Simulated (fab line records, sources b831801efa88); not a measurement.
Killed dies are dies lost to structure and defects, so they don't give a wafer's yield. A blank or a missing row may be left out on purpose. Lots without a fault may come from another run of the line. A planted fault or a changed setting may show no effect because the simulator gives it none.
A struck lot beside a sound one | flow sfq_line | 14 steps out of a route of 325
Sound: wafers L131.1, L131.2, L131.4. Struck: wafer L140.2. (L140.4, L140.5 of the same lot were not struck and are left out.) The cause comes at the end.
At each step with rows: each side's tool, then ch and its chambers, then its first start. Under that, the readings that differ: sound wafers | struck wafers | difference of the means | sigmas: that difference in standard deviations of wafers without a fault.
alike: readings whose means differ by less than 2 such deviations, and words and numbers that are the same on both sides. not compared: withheld readings, readings that some wafer has no value for, bounds like >300 that may hide the same value, and numbers for which the record gives no deviation and whose values overlap.
The two part at a step that has a row with sigmas, a row that says differs or no value, or rows on one side only. Numbers that don't overlap but have no deviation are shown without sigmas and don't part them. A reading that every wafer of one side lacks parts them only if that side has two wafers or more.

first, 6 steps without rows for these wafers: SFQ_TRILAYER_M6_LITHO_COAT_164 (resist thk 62 nm); SFQ_TRILAYER_M6_LITHO_COAT_159 (resist thk 603.2 nm); SFQ_TRILAYER_M6_LITHO_SOFTBAKE_163; SFQ_TRILAYER_M6_LITHO_EXPOSE_160 (exposes mask M6, target cd 500 nm); SFQ_TRILAYER_M6_LITHO_PEB_162 (peb time 60 s); SFQ_TRILAYER_M6_LITHO_DEVELOP_161 (time 60 s).
SFQ_M6_OVL_MEAS_940:
  sound on overlay-02, day 68 15:22; struck on overlay-02, day 76 02:28
  alike: M6_OVL
SFQ_TRILAYER_M6_BARC_OPEN_METAL_ETCH_206: etches BARC in O2, target depth 125 nm, time 41.7 s.
  sound on rie_metal-04 ch 0,1, day 68 15:24; struck on rie_metal-03 ch 0, day 76 02:29
  reading               | sound             | struck | difference | sigmas
  oes_product_au (a.u.) | 0.690 0.691 0.690 | 0.680  | -0.010     | -2
  alike: drypump_motor_current_A
  not compared: rf_hours_counter_h
SFQ_TRILAYER_M6_ETCH_METAL_ETCH_162: etches Nb in Cl2/Ar, stops on SiO2, target depth 240 nm, time 120 s.
  sound on rie_metal-04 ch 0,1, day 68 15:28; struck on rie_metal-03 ch 0, day 76 02:33
  alike: drypump_motor_current_A, oes_product_au
  not compared: rf_hours_counter_h
SFQ_TRILAYER_M6_STRIP_STRIP_163: strips in O2.
  sound on rie_metal-04 ch 0,1, day 68 15:35; struck on rie_metal-03 ch 0, day 76 02:40
  alike: drypump_motor_current_A, oes_product_au
  not compared: rf_hours_counter_h
then, 1 step without rows for these wafers: SFQ_TRILAYER_M6_STRIP_SOLV_CLEAN_164 (cleans in NMP, time 600 s).
SFQ_TRILAYER_I6_DEP_PECVD_165: deposits SiO2 from SiH4/N2O, time 111.11 s, target thk 500 nm.
  sound on pecvd-04 ch 0,2, day 68 16:22; struck on pecvd-03 ch 1, day 76 03:27
  reading                                             | sound             | struck | difference | sigmas
  run_length_s (s)                                    | 139.8 138.9 139.2 | 150.2  | +10.9      | +21
  throttle_valve_pct (%)                              | 26.1 28.4 28.8    | 24.5   | -3.3       | -2
  model.SiO2_of_TRILAYER_I6_DEP_PECVD_165.thk_nm (nm) | 496.1 495 496.9   | 549.1  | +53.1      |
  alike: heater_power_w
  not compared: since_wet_clean_h
SFQ_TRILAYER_I6_CMP_CMP_166: polishes SiO2.
  sound on cmp-01 ch 0,2,3, day 68 17:49; struck on cmp-02 ch 0, day 76 05:04
  reading                | sound       | struck | difference | sigmas
  time_to_endpoint_s (s) | 209 215 213 | 246    | +34        | +5
  alike: motor_current_A
SFQ_I6_BOW_MEAS_941:
  sound on film_metro-01, day 68 20:49; struck on film_metro-03, day 76 06:35
  alike: I6_BOW

WHERE THEY PART
First at SFQ_TRILAYER_M6_BARC_OPEN_METAL_ETCH_206; last, within this record, at SFQ_TRILAYER_I6_CMP_CMP_166. Later steps at which nothing parts them and some readings are alike: SFQ_I6_BOW_MEAS_941.

WHY: what the simulator had put in
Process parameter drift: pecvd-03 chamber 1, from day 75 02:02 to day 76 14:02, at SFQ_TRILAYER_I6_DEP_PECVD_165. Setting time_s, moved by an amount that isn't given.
